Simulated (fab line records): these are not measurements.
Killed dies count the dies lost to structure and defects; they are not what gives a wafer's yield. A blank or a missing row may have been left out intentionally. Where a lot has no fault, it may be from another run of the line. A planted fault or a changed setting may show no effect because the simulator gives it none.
fab line records | flow sky130
[record] lots = 7 | wafers = 21 | last-day = 50
route steps=708 shown METAL3@561 VIA3@573 PAD_OPEN@708
lots that met no fault: from a run of the same line without faults
start-h: hours from the record's opening day to when the first of the lot's shown wafers began | wait-h: hours since the lot's step before | " the same as in the row above | L1.1+2: one row covering several wafers at once | - no value, or no start was given | * or withheld: withheld | < > ~ a bound
route shown NAME@n: names a module that has steps shown in the file, with the first one's number in the route | usual: mean/standard deviation of fault-free wafers | same: alike in all rows | chamber/n: place in a boat | sites: each site's reading | _std_site: standard deviation of those values | _edge_site: the outer-site mean with the inner-site mean subtracted | radius-mm: for every site, how far away it sits from the centre of the wafer | mask NAME#n: copy n | behind: the most recent tool/chamber to have shaped the wafer | hold: cause of the lot's hold/its duration in hours/its outcome | device: the n, p or np transistor that did not switch | end of line: the route-end tests of the same wafers | a step without rows: its recipe alone | killed: dies lost to structure and defects at the first sort, not the wafer's yield | map: a wafer's dies, marking killed ones x, the rest . and places with no die _
set.NAME: the setting that was run; set.NAME@STEP: the one run at that earlier step | model.NAME: the simulator's own value behind a step, which no gauge read
a table for each step, a row for each wafer; lots at some steps of the route
services: when a tool's chamber went out of use (start-h, in hours from the record's first day, below 0 if earlier), for how many hours, and the reason
[[steps]]
[step SKY_METAL3_PEB_11]
[recipe] peb-temp-c = withheld | peb-time-s = withheld | resist = KrF-thick
[step SKY_METAL3_DEVELOP_12]
[recipe] develop-time-s = 60 | resist = KrF-thick | dev-temp-c = 21
[step SKY_METAL3_CD_MEAS_13]
[recipe] target-cd-nm = 300
[usual] cd-nm = 300.4/1.5
lot.wafer | tool      | chamber | start-h | wait-h | cd-nm
L504.3    | cd-sem-01 | -       | 931.22  | -      | 300.5
L504.4    | "         | -       | "       | "      | 300.5
L504.6    | "         | -       | "       | "      | 300.5
L505.2    | cd-sem-01 | -       | 933.12  | -      | 298.9
L505.4    | "         | -       | "       | "      | 299.2
L505.5    | "         | -       | "       | "      | 299.4
L506.1    | cd-sem-01 | -       | 943.83  | -      | 301.9
L506.2    | "         | -       | "       | "      | 301.4
L506.6    | "         | -       | "       | "      | 301.1
L514.2    | cd-sem-02 | -       | 999.42  | -      | 301.4
L514.4    | "         | -       | "       | "      | 300.2
L514.5    | "         | -       | "       | "      | 299.2
L520.1    | cd-sem-02 | -       | 1034.80 | -      | 301.0
L520.3    | "         | -       | "       | "      | 300.8
L520.4    | "         | -       | "       | "      | 301.4
L521.2    | cd-sem-02 | -       | 1051.70 | -      | 300.2
L521.3    | "         | -       | "       | "      | 300.6
L521.6    | "         | -       | "       | "      | 302.1
L524.1    | cd-sem-01 | -       | 1057.59 | -      | 300.4
L524.2    | "         | -       | "       | "      | 302.0
L524.5    | "         | -       | "       | "      | 301.1
[step SKY_METAL3_OVL_MEAS_14]
[usual] METAL3_OVL = -5/5
lot.wafer | tool       | chamber | start-h | wait-h | METAL3_OVL[nm]
L504.3    | overlay-01 | -       | 931.31  | 0.1    | 2
L504.4    | "          | -       | "       | "      | 3
L504.6    | "          | -       | "       | "      | -3
L505.2    | overlay-02 | -       | 933.23  | 0.1    | -4
L505.4    | "          | -       | "       | "      | -1
L505.5    | "          | -       | "       | "      | 5
L506.1    | overlay-01 | -       | 943.95  | 0.1    | -2
L506.2    | "          | -       | "       | "      | -1
L506.6    | "          | -       | "       | "      | -6
L514.2    | overlay-01 | -       | 999.53  | 0.1    | -7
L514.4    | "          | -       | "       | "      | -11
L514.5    | "          | -       | "       | "      | -10
L520.1    | overlay-02 | -       | 1034.92 | 0.1    | -13
L520.3    | "          | -       | "       | "      | -9
L520.4    | "          | -       | "       | "      | -9
L521.2    | overlay-01 | -       | 1051.81 | 0.1    | -13
L521.3    | "          | -       | "       | "      | -15
L521.6    | "          | -       | "       | "      | -12
L524.1    | overlay-01 | -       | 1057.71 | 0.1    | -5
L524.2    | "          | -       | "       | "      | 2
L524.5    | "          | -       | "       | "      | 1
[step SKY_METAL3_DESCUM_15]
[recipe] chemistry = O2 | source-power-w = 150 | bias-power-w = 0 | pressure-mtorr = 10 | temp-c = 40 | time-s = 8
[usual] drypump-motor-current-A = 5.8/0.43 | oes-product-au = 0.998/0.012
lot.wafer | tool         | chamber | start-h | wait-h | drypump-motor-current-A | oes-product-au | rf-hours-counter-h
L504.3    | rie-metal-03 | 0       | 931.34  | 0.0    | 6.3                     | 0.999          | -
L504.4    | "            | 1       | "       | "      | 5.4                     | 1.007          | -
L504.6    | "            | 0       | "       | "      | 6.3                     | 0.994          | -
L505.2    | rie-metal-02 | 0       | 933.26  | 0.0    | 5.5                     | 1.012          | 15
L505.4    | "            | 1       | "       | "      | 6.3                     | 0.991          | -
L505.5    | "            | 0       | "       | "      | 5.4                     | 1.010          | -
L506.1    | rie-metal-03 | 0       | 943.98  | 0.0    | 6.2                     | 0.989          | 17
L506.2    | "            | 1       | "       | "      | 5.4                     | 1.015          | 1
L506.6    | "            | 1       | "       | "      | 5.5                     | 1.005          | -
L514.2    | rie-metal-01 | 1       | 999.56  | 0.0    | 5.4                     | 0.997          | 10
L514.4    | "            | 1       | "       | "      | 5.4                     | 0.995          | -
L514.5    | "            | 0       | "       | "      | 6.2                     | 1.025          | -
L520.1    | rie-metal-02 | 1       | 1034.96 | 0.0    | 6.4                     | 0.990          | 8
L520.3    | "            | 0       | "       | "      | 5.4                     | 0.999          | -
L520.4    | "            | 1       | "       | "      | 6.3                     | 0.989          | -
L521.2    | rie-metal-02 | 1       | 1051.84 | 0.0    | 6.3                     | 0.975          | 9
L521.3    | "            | 0       | "       | "      | 5.4                     | 0.988          | -
L521.6    | "            | 1       | "       | "      | 6.3                     | 0.982          | -
L524.1    | rie-metal-02 | 1       | 1057.74 | 0.0    | 6.3                     | 0.981          | 10
L524.2    | "            | 0       | "       | "      | 5.4                     | 0.986          | 4
L524.5    | "            | 1       | "       | "      | 6.3                     | 0.990          | -
[step SKY_METAL3_ETCH_16]
[recipe] chemistry = N2/H2 | target = BARC | ion-energy-ev = 200 | bias-w = 100 | pressure-mtorr = 30 | n2-flow-sccm = 100 | h2-flow-sccm = 200 | icp-w = 500 | stop-on = SiO2 | time-s = 88.2 | target-depth-a = 600
[usual] drypump-motor-current-A = 5.8/0.43 | oes-product-au = 0.626/0.0049 | throttle-valve-pct = 13.205/0.0094
lot.wafer | tool         | chamber | start-h | wait-h | drypump-motor-current-A | oes-product-au | rf-hours-counter-h | throttle-valve-pct
L504.3    | rie-metal-03 | 0       | 931.40  | 0.0    | 6.2                     | 0.624          | -                  | 13.195
L504.4    | "            | 1       | "       | "      | 5.5                     | 0.620          | -                  | 13.224
L504.6    | "            | 0       | "       | "      | 6.3                     | 0.622          | -                  | 13.224
L505.2    | rie-metal-02 | 0       | 933.29  | 0.0    | 5.5                     | 0.631          | 15                 | 13.204
L505.4    | "            | 1       | "       | "      | 6.3                     | 0.629          | -                  | 13.217
L505.5    | "            | 0       | "       | "      | 5.5                     | 0.629          | -                  | 13.209
L506.1    | rie-metal-03 | 0       | 944.02  | 0.0    | 6.3                     | 0.624          | 17                 | 13.207
L506.2    | "            | 1       | "       | "      | 5.5                     | 0.630          | 1                  | 13.201
L506.6    | "            | 1       | "       | "      | 5.5                     | 0.621          | -                  | 13.206
L514.2    | rie-metal-01 | 1       | 999.59  | 0.0    | 5.4                     | 0.631          | 10                 | 13.196
L514.4    | "            | 1       | "       | "      | 5.4                     | 0.629          | -                  | 13.211
L514.5    | "            | 0       | "       | "      | 6.2                     | 0.631          | -                  | 13.194
L520.1    | rie-metal-02 | 1       | 1034.99 | 0.0    | 6.3                     | 0.629          | 8                  | 13.197
L520.3    | "            | 0       | "       | "      | 5.4                     | 0.629          | -                  | 13.215
L520.4    | "            | 1       | "       | "      | 6.3                     | 0.625          | -                  | 13.185
L521.2    | rie-metal-02 | 1       | 1051.87 | 0.0    | 6.3                     | 0.634          | 9                  | 13.208
L521.3    | "            | 0       | "       | "      | 5.4                     | 0.621          | -                  | 13.215
L521.6    | "            | 1       | "       | "      | 6.3                     | 0.634          | -                  | 13.195
L524.1    | rie-metal-02 | 1       | 1057.77 | 0.0    | 6.3                     | 0.617          | 10                 | 13.204
L524.2    | "            | 0       | "       | "      | 5.5                     | 0.625          | 4                  | 13.203
L524.5    | "            | 1       | "       | "      | 6.3                     | 0.632          | -                  | 13.207
[step SKY_METAL3_ETCH_17]
[recipe] target = SiO2 | stop-on = TiN | chemistry = C4F8/O2/Ar | source-w = 1500 | bias-w = 1200 | pressure-mtorr = 40 | c4f8-flow-sccm = withheld | O2_flow_sccm = 6 | Ar_flow_sccm = 300 | time-s = 3.9 | target-depth-a = 150
[usual] oes-product-au = 0.753/0.007
lot.wafer | tool        | chamber | start-h | wait-h | oes-product-au | rf-hours-counter-h
L504.3    | rie-diel-02 | 1       | 931.46  | 0.0    | 0.751          | 18
L504.4    | "           | 3       | "       | "      | 0.755          | 19
L504.6    | "           | 3       | "       | "      | 0.748          | -
L505.2    | rie-diel-02 | 1       | 933.39  | 0.1    | 0.744          | 18
L505.4    | "           | 0       | "       | "      | 0.758          | 6
L505.5    | "           | 1       | "       | "      | 0.750          | -
L506.1    | rie-diel-01 | 1       | 944.11  | 0.1    | 0.748          | 8
L506.2    | "           | 0       | "       | "      | 0.747          | 16
L506.6    | "           | 0       | "       | "      | 0.751          | -
L514.2    | rie-diel-02 | 1       | 999.69  | 0.1    | 0.748          | 20
L514.4    | "           | 3       | "       | "      | 0.742          | 21
L514.5    | "           | 2       | "       | "      | 0.759          | -
L520.1    | rie-diel-01 | 2       | 1035.09 | 0.1    | 0.744          | 17
L520.3    | "           | 0       | "       | "      | 0.748          | 19
L520.4    | "           | 3       | "       | "      | 0.755          | 5
L521.2    | rie-diel-04 | 1       | 1051.97 | 0.1    | 0.755          | 13
L521.3    | "           | 2       | "       | "      | 0.737          | 3
L521.6    | "           | 1       | "       | "      | 0.755          | -
L524.1    | rie-diel-02 | 3       | 1057.87 | 0.1    | 0.760          | 24
L524.2    | "           | 1       | "       | "      | 0.769          | 23
L524.5    | "           | 1       | "       | "      | 0.765          | -
[step SKY_METAL3_METAL_ETCH_18]
[recipe] target-depth-a = 8450 | stop-on = SiO2 | over-etch-frac = 0.3 | time-s = 183.1 | chemistry = Cl2/BCl3 | resist-sidewall-deg = 88 | pressure-mtorr = 10 | icp-w = 900 | bias-w = 48.5 | Cl2_flow_sccm = 60 | bcl3-flow-sccm = 30
[usual] drypump-motor-current-A = 5.9/0.41 | oes-product-au = 0.866/0.0062 | throttle-valve-pct = 22.264/0.0089
lot.wafer | tool         | chamber | start-h | wait-h | drypump-motor-current-A | oes-product-au | rf-hours-counter-h | throttle-valve-pct
L504.3    | rie-metal-01 | 1       | 931.54  | 0.1    | 5.4                     | 0.866          | -                  | 22.266
L504.4    | "            | 0       | "       | "      | 6.2                     | 0.865          | -                  | 22.257
L504.6    | "            | 1       | "       | "      | 5.4                     | 0.863          | -                  | 22.273
L505.2    | rie-metal-03 | 1       | 933.40  | 0.0    | 5.4                     | 0.871          | 1                  | 22.257
L505.4    | "            | 0       | "       | "      | 6.3                     | 0.857          | -                  | 22.260
L505.5    | "            | 1       | "       | "      | 5.5                     | 0.864          | -                  | 22.273
L506.1    | rie-metal-01 | 1       | 944.13  | 0.0    | 5.4                     | 0.865          | 7                  | 22.267
L506.2    | "            | 0       | "       | "      | 6.2                     | 0.880          | 10                 | 22.269
L506.6    | "            | 1       | "       | "      | 5.4                     | 0.878          | -                  | 22.258
L514.2    | rie-metal-02 | 1       | 999.76  | 0.1    | 6.3                     | 0.873          | -                  | 22.265
L514.4    | "            | 1       | "       | "      | 6.3                     | 0.858          | -                  | 22.264
L514.5    | "            | 1       | "       | "      | 6.3                     | 0.872          | -                  | 22.256
L520.1    | rie-metal-01 | 0       | 1035.10 | 0.0    | 6.2                     | 0.865          | 15                 | 22.268
L520.3    | "            | 1       | "       | "      | 5.4                     | 0.866          | -                  | 22.267
L520.4    | "            | 0       | "       | "      | 6.3                     | 0.869          | -                  | 22.264
L521.2    | rie-metal-03 | 1       | 1052.04 | 0.1    | 5.5                     | 0.862          | -                  | 22.276
L521.3    | "            | 1       | "       | "      | 5.5                     | 0.874          | -                  | 22.264
L521.6    | "            | 1       | "       | "      | 5.4                     | 0.856          | -                  | 22.267
L524.1    | rie-metal-01 | 0       | 1057.90 | 0.0    | 6.2                     | 0.880          | 17                 | 22.283
L524.2    | "            | 0       | "       | "      | 6.2                     | 0.867          | -                  | 22.260
L524.5    | "            | 0       | "       | "      | 6.2                     | 0.868          | -                  | 22.279
[step SKY_METAL3_STRIP_19]
[recipe] chemistry = O2/N2 | power-w = 1400 | pressure-mtorr = 1500 | platen-temp-c = withheld | o2-flow-sccm = 3000 | n2-flow-sccm = 300 | overash-fraction = 0.5
[step SKY_METAL3_STRIP_20]
[recipe] chemistry = post-etch-residue-remover | time-s = 1200 | temp-c = 72.5
[step SKY_METAL3_CLEAN_21]
[recipe] chemistry = IPA | time-s = 180 | temp-c = 25
[step SKY_METAL3_CLEAN_22]
[recipe] chemistry = O3/DIW | dry = n2-spin
[step SKY_VIA3_HDPCVD_00]
[recipe] material = SiO2 | target-thk-nm = 1635 | sigma-open-frac = 0.3 | time-s = 272.5 | temp-c = 400 | sih4-flow-sccm = 60 | pressure-mtorr = 6
lot.wafer  | tool      | chamber | start-h | wait-h
L504.3+4+6 | hdpcvd-01 | 2,1,0   | 932.30  | 0.0
L505.2+4+5 | hdpcvd-01 | 2,0,2   | 934.21  | 0.0
L505.2+4+5 | hdpcvd-01 | 2,0,2   | 934.54  | 0.3
L506.1+2+6 | hdpcvd-01 | 2,0,2   | 944.90  | 0.0
L506.1+2+6 | hdpcvd-01 | 2,0,2   | 945.24  | 0.3
L514.2+4+5 | hdpcvd-01 | 1,1,0   | 1000.65 | 0.0
L514.2+4+5 | hdpcvd-01 | 1,1,0   | 1000.99 | 0.3
L520.1+3+4 | hdpcvd-01 | 2,0,2   | 1035.92 | 0.0
L521.2+3+6 | hdpcvd-01 | 1,2,0   | 1052.97 | 0.0
L524.1+2+5 | hdpcvd-01 | 1,0,0   | 1058.85 | 0.0
[step SKY_VIA3_THK_MEAS_01]
[recipe] reads = SiO2_of_VIA3_HDPCVD_00
[usual] VIA3_HDPCVD_THK = 1634/15
lot.wafer | tool          | chamber | start-h | wait-h | VIA3_HDPCVD_THK[nm]
L504.3    | film-metro-02 | -       | 932.49  | 0.1    | 1621
L504.4    | "             | -       | "       | "      | 1651
L504.6    | "             | -       | "       | "      | 1654
L505.2    | film-metro-01 | -       | 934.72  | 0.1    | 3222
L505.4    | "             | -       | "       | "      | 3289
L505.5    | "             | -       | "       | "      | 3280
L506.1    | film-metro-01 | -       | 945.41  | 0.1    | 3217
L506.2    | "             | -       | "       | "      | 3237
L506.6    | "             | -       | "       | "      | 3249
L514.2    | film-metro-01 | -       | 1001.23 | 0.2    | 3262
L514.4    | "             | -       | "       | "      | 3273
L514.5    | "             | -       | "       | "      | 3287
L520.1    | film-metro-04 | -       | 1036.09 | 0.1    | 1630
L520.3    | "             | -       | "       | "      | 1633
L520.4    | "             | -       | "       | "      | 1614
L521.2    | film-metro-02 | -       | 1053.15 | 0.1    | 1618
L521.3    | "             | -       | "       | "      | 1593
L521.6    | "             | -       | "       | "      | 1628
L524.1    | film-metro-04 | -       | 1059.01 | 0.1    | 1641
L524.2    | "             | -       | "       | "      | 1633
L524.5    | "             | -       | "       | "      | 1647
[step SKY_VIA3_CMP_02]
[recipe] material = SiO2 | down-force-psi = 4 | platen-rpm = 60 | pad-velocity-m-s = 0.94248
[usual] motor-current-A = 11.5/1.4 | slurry-filter-dp-kPa = 13.50/0.14
lot.wafer | tool   | chamber | start-h | wait-h | motor-current-A | slurry-filter-dp-kPa
L504.3    | cmp-02 | 2       | 932.53  | 0.0    | 13.9            | 13.65
L504.4    | "      | 3       | "       | "      | 12.9            | 13.76
L504.6    | "      | 3       | "       | "      | 13.0            | 13.45
L505.2    | cmp-01 | 2       | 934.77  | 0.0    | 9.9             | 13.53
L505.4    | "      | 1       | "       | "      | 9.2             | 13.43
L505.5    | "      | 3       | "       | "      | 12.2            | 13.49
L506.1    | cmp-02 | 3       | 945.47  | 0.1    | 13.0            | 13.43
L506.2    | "      | 0       | "       | "      | 10.1            | 13.41
L506.6    | "      | 3       | "       | "      | 12.2            | 13.58
L514.2    | cmp-02 | 1       | 1001.58 | 0.3    | 11.2            | 13.52
L514.4    | "      | 2       | "       | "      | 13.7            | 13.43
L514.5    | "      | 0       | "       | "      | 10.0            | 13.27
L520.3    | cmp-02 | 2       | 1036.15 | 0.0    | 13.4            | 13.50
L520.4    | "      | 0       | "       | "      | 10.8            | 13.44
L520.1    | "      | 1       | "       | "      | 11.2            | 13.69
L521.3    | cmp-01 | 0       | 1053.20 | 0.0    | 12.1            | 13.44
L521.2    | "      | 2       | "       | "      | 10.1            | 13.55
L521.6    | "      | 0       | "       | "      | 12.9            | 13.60
L524.2    | cmp-01 | 0       | 1059.12 | 0.1    | 11.6            | 13.56
L524.1    | "      | 1       | "       | "      | 9.9             | 13.45
L524.5    | "      | 3       | "       | "      | 11.2            | 13.66
[step SKY_PAD_OPEN_PROBE_99]
[usual] defect-limited-yield = 82.4/1.9 | killed_at_M0_to_M3 = 43/7.1 | killed_at_M4_up = 3.2/1.7 | killed-at-contacts = 24/5.6 | killed-at-front-end = 16/5 | killed-at-other = 0.4/0.68 | killed-dies = 86/9.3 | killed-open = 47/7.1 | killed-short = 39/5.7 | sort_bin_3_pad_short = 0.9/0.38 | sort_bin_5_function = 10.4/1.5 | sort_bin_6_memory = 6.3/1.3 | sort-n-pass = 406/9.3 | sort-yield-pct = 82.4/1.9
[same] gross-dies = 492 | killed-at-back-side = 0 | sort_bin_4_leakage[%] = 0 | sort_bin_8_speed[%] = 0
lot.wafer | tool      | chamber | start-h | wait-h | defect-limited-yield[%] | killed_at_M0_to_M3 | killed_at_M4_up | killed-at-contacts | killed-at-front-end | killed-at-other | killed-dies | killed-open | killed-short | sort_bin_3_pad_short[%] | sort_bin_5_function[%] | sort_bin_6_memory[%] | sort-n-pass | sort-yield-pct[%]
L505.2    | prober-01 | -       | 1102.45 | 0.1    | 82.1                    | 52                 | 5               | 15                 | 14                  | 2               | 88          | 51          | 37           | 1.0                     | 10.6                   | 6.3                  | 404         | 82.1
L505.4    | prober-01 | -       | 1102.55 | 0.2    | 83.5                    | 46                 | 0               | 25                 | 10                  | 0               | 81          | 45          | 35           | 1.4                     | 9.8                    | 5.3                  | 411         | 83.5
L505.5    | prober-01 | -       | 1102.60 | 0.2    | 85.0                    | 42                 | 1               | 21                 | 10                  | 0               | 74          | 37          | 37           | 0.4                     | 9.6                    | 5.1                  | 418         | 85.0
L506.1    | prober-02 | -       | 1111.09 | 0.1    | 83.1                    | 38                 | 3               | 19                 | 23                  | 0               | 83          | 42          | 41           | 0.8                     | 11.0                   | 5.1                  | 409         | 83.1
L506.2    | prober-02 | -       | 1111.14 | 0.1    | 86.0                    | 32                 | 1               | 18                 | 18                  | 0               | 69          | 33          | 36           | 0.4                     | 8.1                    | 5.5                  | 423         | 86.0
L506.6    | prober-02 | -       | 1111.34 | 0.2    | 83.1                    | 34                 | 1               | 28                 | 20                  | 0               | 83          | 43          | 40           | 0.6                     | 11.4                   | 4.9                  | 409         | 83.1
L514.5    | prober-02 | -       | 1155.83 | 0.2    | 85.2                    | 45                 | 1               | 15                 | 12                  | 0               | 73          | 45          | 28           | 0.6                     | 8.9                    | 5.3                  | 419         | 85.2
// killed by level:class
L505.2 VIA1:geometric-particle:open=15 VIA2:geometric-particle:open=9 POLY_GATE:geometric-particle:open=6 VIA3:geometric-particle:short=6 CONTACT:geometric-particle:open=5 VIA1:geometric-particle:short=5 LI_CONTACT:geometric-particle:open=4 VIA2:geometric-particle:short=4
L505.4 VIA1:geometric-particle:open=12 LI_CONTACT:geometric-particle:open=9 VIA3:geometric-particle:open=9 VIA2:geometric-particle:open=7 LOCAL_INTERCONNECT:geometric-particle:short=6 CONTACT:geometric-particle:open=6 FIELD_ISO:geometric-particle:short=5 METAL2:geometric-particle:short=5
L505.5 VIA1:geometric-particle:open=11 VIA2:geometric-particle:open=6 VIA3:geometric-particle:open=6 CONTACT:geometric-particle:short=5 CONTACT:geometric-particle:open=5 METAL2:geometric-particle:short=5 VIA1:geometric-particle:short=4 FIELD_ISO:geometric-particle:open=4
L506.1 VIA1:geometric-particle:open=8 FIELD_ISO:geometric-particle:open=7 LI_CONTACT:geometric-particle:open=7 METAL1:geometric-particle:short=6 CONTACT:geometric-particle:open=5 VIA3:geometric-particle:short=5 FIELD_ISO:geometric-particle:short=4 CONTACT:geometric-particle:short=4
L506.2 FIELD_ISO:geometric-particle:short=6 METAL1:geometric-particle:short=6 VIA1:geometric-particle:open=6 VIA3:geometric-particle:open=6 CONTACT:geometric-particle:open=5 LI_CONTACT:geometric-particle:short=4 VIA2:geometric-particle:open=4 FIELD_ISO:geometric-particle:open=3
L506.6 CONTACT:geometric-particle:open=13 METAL2:geometric-particle:short=9 FIELD_ISO:geometric-particle:short=8 VIA1:geometric-particle:short=8 LI_CONTACT:geometric-particle:open=7 VIA1:geometric-particle:open=5 FIELD_ISO:geometric-particle:open=4 LOCAL_INTERCONNECT:geometric-particle:short=4
L514.5 VIA1:geometric-particle:open=9 METAL1:geometric-particle:short=7 VIA3:geometric-particle:open=7 POLY_GATE:geometric-particle:open=6 LI_CONTACT:geometric-particle:open=6 VIA3:geometric-particle:short=4 CONTACT:geometric-particle:open=4 VIA1:geometric-particle:short=4
[[services]]
tool         | chamber | start-h | hours | kind
cmp-01       | -       | 911.34  | 2.5   | repair
rie-diel-01  | 3       | 913.37  | 9.5   | repair
cmp-01       | -       | 913.86  | 4.0   | pm
cmp-02       | -       | 917.86  | 5.5   | pm
cmp-02       | -       | 922.72  | 5.8   | repair
rie-diel-01  | 2       | 931.53  | 2.8   | repair
rie-diel-02  | 1       | 938.41  | 16.6  | repair
cmp-01       | -       | 941.29  | 1.3   | repair
hdpcvd-01    | -       | 950.25  | 15.0  | pm
hdpcvd-01    | 0       | 950.25  | 15.0  | vent-cycle
hdpcvd-01    | 1       | 950.25  | 15.0  | vent-cycle
rie-metal-03 | 0       | 958.58  | 2.8   | repair
cmp-01       | -       | 960.65  | 1.0   | repair
cmp-02       | -       | 960.88  | 1.1   | repair
cmp-01       | -       | 970.41  | 5.2   | pm
rie-diel-04  | 3       | 974.81  | 4.3   | repair
rie-diel-01  | 1       | 982.66  | 4.3   | repair
cmp-02       | -       | 992.23  | 1.6   | repair
hdpcvd-01    | 0       | 1017.35 | 11.0  | repair
rie-metal-02 | 1       | 1020.09 | 14.6  | repair
rie-diel-02  | -       | 1022.74 | 2.8   | pm
rie-diel-02  | 0       | 1038.66 | 22.4  | repair
cmp-01       | -       | 1055.68 | 0.8   | repair
rie-metal-01 | 1       | 1056.34 | 3.7   | repair
[[key]]
[first-sign] step = SKY_VIA3_HDPCVD_00 | reading = visit | direction = added
[effect] step = SKY_VIA3_THK_MEAS_01 | reading = VIA3_HDPCVD_THK | direction = up | sigmas = 99+ | usual = 1634 | struck = 3257
met-at SKY_VIA3_HDPCVD_00
struck-wafers L505.2,L505.4,L505.5,L506.1,L506.2,L506.6,L514.2,L514.4,L514.5
[fault] kind = repeated-step-whole | tool = hdpcvd-01,hdpcvd-02 | chamber = - | onset-h = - | steps = SKY_VIA3_HDPCVD_00 | times = 1 | scope = struck-lots-only
